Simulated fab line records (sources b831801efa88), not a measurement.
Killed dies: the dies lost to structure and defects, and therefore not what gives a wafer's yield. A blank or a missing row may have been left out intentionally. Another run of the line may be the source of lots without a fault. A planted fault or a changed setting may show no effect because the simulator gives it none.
Which tool was responsible?	flow sky130	42 wafers from 14 lots sampled at 5 of the route's 708 steps

== WHAT EACH GAUGE READ, for each wafer ==
The record holds no reading of a measuring or inspecting step that can be judged against a usual standard deviation.

== WHICH TOOL RAN EACH LOT (tool, then ch and the chambers of the sampled wafers, then the start) ==
lot	SKY_CONTACT_HDPCVD_02	SKY_METAL5_SPUTTER_00	SKY_METAL5_SPUTTER_01	SKY_PASSIVATION_CVD_00	SKY_PAD_OPEN_PROBE_99
L177	hdpcvd-01 ch 0,2, day 30 11:46	pvd_sputter-02, day 42 22:17	pvd_sputter-02, day 42 22:19	pecvd-04 ch 0,2, day 43 21:50	-
L178	hdpcvd-02 ch 0,1,2, day 30 17:19	pvd_sputter-03, day 43 02:15	pvd_sputter-03, day 43 02:17	pecvd-02 ch 0,2, day 44 01:22	-
L180	hdpcvd-01 ch 0,1,2, day 31 09:37	pvd_sputter-02, day 43 19:40	pvd_sputter-02, day 43 19:41	pecvd-02 ch 0,2, day 44 18:19	-
L179	hdpcvd-02 ch 0,1, day 31 09:45	pvd_sputter-03, day 43 21:12	pvd_sputter-03, day 43 21:14	pecvd-02 ch 1,2, day 44 20:32	-
L181	hdpcvd-01 ch 0,1,2, day 32 02:40	pvd_sputter-03, day 44 05:43	pvd_sputter-03, day 44 05:44	pecvd-01 ch 0,1,2, day 45 03:53	-
L182	hdpcvd-01 ch 0,1,2, day 32 22:31	pvd_sputter-04, day 45 00:19	pvd_sputter-04, day 45 00:20	pecvd-02 ch 0,1, day 45 22:46	prober-02, day 47 18:23
L183	hdpcvd-01 ch 0,1,2, day 33 00:23	pvd_sputter-03, day 45 00:15	pvd_sputter-03, day 45 00:17	pecvd-04 ch 0,1,2, day 45 22:26	prober-01, day 47 18:28
L184	hdpcvd-02 ch 0,1,2, day 33 01:07	pvd_sputter-03, day 45 01:14	pvd_sputter-03, day 45 01:16	pecvd-01 ch 0,1,2, day 45 23:43	-
L193	hdpcvd-01 ch 0,1, day 36 07:52	pvd_sputter-03, day 47 15:48	pvd_sputter-03, day 47 15:50	pecvd-01 ch 0,1, day 48 11:59	-
L192	hdpcvd-02 ch 1,2, day 36 08:40	pvd_sputter-04, day 47 16:25	pvd_sputter-04, day 47 16:26	pecvd-04 ch 0,1,2, day 48 12:40	-
L194	hdpcvd-02 ch 0,1,2, day 36 10:01	pvd_sputter-02, day 47 17:42	pvd_sputter-02, day 47 17:44	pecvd-02 ch 0,1,2, day 48 13:51	-
L196	hdpcvd-02 ch 0,1,2, day 36 13:58	pvd_sputter-02, day 47 22:11	pvd_sputter-02, day 47 22:13	pecvd-01 ch 0,1,2, day 48 18:14	-
L197	hdpcvd-01 ch 1,2, day 36 17:29	pvd_sputter-03, day 48 00:45	pvd_sputter-03, day 48 00:46	pecvd-01 ch 0,1, day 48 20:32	-
L198	hdpcvd-01 ch 0,1, day 37 13:29	pvd_sputter-03, day 48 14:12	pvd_sputter-03, day 48 14:13	pecvd-02 ch 0,1,2, day 49 09:19	-
- SKY_CONTACT_HDPCVD_02: deposits SiO2, target thk 565 nm, time 94.2 s.
- SKY_METAL5_SPUTTER_00: material Ti, target thk 15 nm, time 10 s.
- SKY_METAL5_SPUTTER_01: material TiN, target thk 20 nm, time 16.7 s.
- SKY_PASSIVATION_CVD_00: deposits SiO2, target thk 90 nm.
- SKY_PAD_OPEN_PROBE_99

== WHAT THE TOOLS THEMSELVES READ (means of the sampled wafers that have a number; where no wafer has one, the mark that the record gives instead) ==
SKY_CONTACT_HDPCVD_02.
lot	tool	pressure_mtorr (mTorr)
L177	hdpcvd-01	6.001
L178	hdpcvd-02	6.001
L180	hdpcvd-01	6.008
L179	hdpcvd-02	6.004
L181	hdpcvd-01	5.990
L182	hdpcvd-01	6.003
L183	hdpcvd-01	6.006
L184	hdpcvd-02	5.997
L193	hdpcvd-01	6.012
L192	hdpcvd-02	5.991
L194	hdpcvd-02	5.993
L196	hdpcvd-02	5.993
L197	hdpcvd-01	6.002
L198	hdpcvd-01	6.017

SKY_METAL5_SPUTTER_00.
lot	tool	throttle_valve_pct (%)
L177	pvd_sputter-02	29.9
L178	pvd_sputter-03	28.8
L180	pvd_sputter-02	28.6
L179	pvd_sputter-03	28.9
L181	pvd_sputter-03	28.8
L182	pvd_sputter-04	29.0
L183	pvd_sputter-03	29.5
L184	pvd_sputter-03	29.9
L193	pvd_sputter-03	29.2
L192	pvd_sputter-04	30.3
L194	pvd_sputter-02	28.5
L196	pvd_sputter-02	29.8
L197	pvd_sputter-03	28.8
L198	pvd_sputter-03	29.5

SKY_METAL5_SPUTTER_01.
lot	tool	throttle_valve_pct (%)
L177	pvd_sputter-02	29.9
L178	pvd_sputter-03	29.1
L180	pvd_sputter-02	28.5
L179	pvd_sputter-03	29.0
L181	pvd_sputter-03	28.7
L182	pvd_sputter-04	29.0
L183	pvd_sputter-03	29.5
L184	pvd_sputter-03	30.1
L193	pvd_sputter-03	29.3
L192	pvd_sputter-04	30.1
L194	pvd_sputter-02	28.5
L196	pvd_sputter-02	29.9
L197	pvd_sputter-03	28.7
L198	pvd_sputter-03	29.4

SKY_PASSIVATION_CVD_00.
lot	tool	heater_power_w (W)
L177	pecvd-04	799
L178	pecvd-02	780
L180	pecvd-02	713
L179	pecvd-02	703
L181	pecvd-01	581
L182	pecvd-02	751
L183	pecvd-04	764
L184	pecvd-01	598
L193	pecvd-01	585
L192	pecvd-04	779
L194	pecvd-02	729
L196	pecvd-01	546
L197	pecvd-01	626
L198	pecvd-02	689

SKY_PAD_OPEN_PROBE_99.
lot	tool	killed_at_M0_to_M3	killed_at_M4_up	killed_at_contacts	killed_at_front_end	killed_at_other	killed_dies	killed_open	killed_short
L182	prober-02	47	2.0	44	15	0.0	108	53	36
L183	prober-01	49	4.0	43	19	0.3	115	51	45

== THE ANSWER, worked out from the rows above alone ==
Rule: what is usual is taken from the lots themselves. Put in order of their means at a reading, lots are off if they are a third of the lots or fewer, leave a main group of 4 or more, and stand apart from it by a gap of 3 or more times the standard deviation of the main group's means; of several such gaps the widest counts. A main group is skipped when, at the precision printed for the reading in the tables above, its means are all equal. Also off: a lot with no number at a reading for which 4 or more lots have one. Any other lot the step has rows for is counted as sound. First the gauges in route order, then the tools' own readings, where a lot's mean is used as printed above. The first step at which some lot is off is used, and at that step the reading that is off furthest; a lot without a number counts as furthest.
No lot is off at any reading shown: from this, nothing can be told.

== WHAT THE SIMULATOR PUT IN ==
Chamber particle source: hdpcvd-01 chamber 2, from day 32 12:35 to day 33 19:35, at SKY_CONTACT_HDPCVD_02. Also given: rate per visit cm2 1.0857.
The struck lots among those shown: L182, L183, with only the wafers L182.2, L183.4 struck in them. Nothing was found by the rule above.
